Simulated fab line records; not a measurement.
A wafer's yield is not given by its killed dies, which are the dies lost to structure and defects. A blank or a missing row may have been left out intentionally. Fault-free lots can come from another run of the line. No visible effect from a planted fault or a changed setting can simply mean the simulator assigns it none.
A struck lot beside a sound one + flow sky130 + 15 steps out of a route of 708
Sound: these wafers, L287.2, L287.4, L287.6. Wafers struck: L302.3, L302.5, L302.6. The cause is named last.
At each step with rows: each side's tool, then ch and its chambers, then its first start. Under that, the readings that differ: sound wafers + struck wafers + difference of the means + sigmas: that difference in standard deviations of wafers without a fault.
alike: readings with means less than 2 such deviations apart, plus words and numbers identical on both sides. not compared: withheld readings, readings lacking a value on some wafer, bounds such as >300 that could conceal the same value, and numbers that have no deviation in the record and whose values overlap.
Wherever a step has rows on one side only, a row that says differs or no value, or a row with sigmas, the two part there. When numbers do not overlap yet have no deviation, they are printed without sigmas and do not part them. A reading that every wafer of one side lacks parts them only if that side has two wafers or more.

first, 2 steps without rows for these wafers: SKY_METAL3_CLEAN_22 (cleans in O3/DIW); SKY_VIA3_HDPCVD_00 (deposits SiO2, target thk 1635 nm, time 277.6 s).
SKY_VIA3_THK_MEAS_01:
  sound: film_metro-03 at day 38 21:20; struck: film_metro-04 at day 43 09:20
  alike: VIA3_HDPCVD_THK
SKY_VIA3_CMP_02: polishes SiO2.
  sound on cmp-02 ch 0,1,2, day 38 21:37; struck on cmp-02 ch 0,2,3, day 43 09:31
  alike: edge_zone_pressure_frac, motor_current_A, retaining_ring_pressure_frac
SKY_VIA3_BOW_MEAS_03:
  sound: film_metro-03 at day 38 21:56; struck: film_metro-04 at day 43 09:43
| reading       | sound    | struck   | difference | sigmas |
|---------------|----------|----------|------------|--------|
| VIA3_BOW (um) | 72 74 72 | 90 92 92 | +19        | +2     |
then, 7 steps without rows for these wafers: SKY_VIA3_DEHYDRATE_04 (time 60 s); SKY_VIA3_HMDS_05 (prime time 60 s); SKY_VIA3_COAT_06 (resist thk 60 nm); SKY_VIA3_COAT_07 (resist thk 450 nm); SKY_VIA3_SOFTBAKE_08 (time 90 s); SKY_VIA3_EXPOSE_09 (exposes mask VIM3, target cd 200 nm); SKY_VIA3_PEB_10.
SKY_VIA3_DEVELOP_11: develop time 60 s.
  sound on litho_track-04 ch 0, day 39 22:00; struck on litho_track-04 ch 0, day 44 09:00
| reading              | sound             | struck            | difference | sigmas |
|----------------------|-------------------|-------------------|------------|--------|
| developer_temp_C (C) | 20.88 20.97 21.03 | 20.15 20.18 19.96 | -0.86      | -9     |
SKY_VIA3_CD_MEAS_12: the cd target is 200 nm.
  sound: cd_sem-02 at day 39 22:34; struck: cd_sem-01 at day 44 09:23
  alike: cd_nm
-- the record jumps here: 5 days lie between the struck wafers' starts before and after (it left off in module VIA3 and takes up again in module PAD_OPEN, whose first step shown is number 708 of the route) --
SKY_PAD_OPEN_PROBE_99:
  sound: prober-01 at day 46 01:14; struck: prober-02 at day 49 18:22
| reading      | sound    | struck | difference | sigmas |
|--------------|----------|--------|------------|--------|
| killed_open  | 40 39 49 | 57     | +14        | +2     |
| killed_short | 43 45 56 | 29     | -19        | -3     |
  alike: defect_limited_yield, killed_at_M0_to_M3, killed_at_M4_up, killed_at_contacts, killed_at_front_end, killed_at_other, killed_dies, sort_bin_3_pad_short, sort_bin_5_function, sort_bin_6_memory, sort_n_pass, sort_yield_pct

WHERE THEY PART
At SKY_VIA3_BOW_MEAS_03 first; at SKY_PAD_OPEN_PROBE_99 last (within this record only).

WHY: whatever the simulator had introduced
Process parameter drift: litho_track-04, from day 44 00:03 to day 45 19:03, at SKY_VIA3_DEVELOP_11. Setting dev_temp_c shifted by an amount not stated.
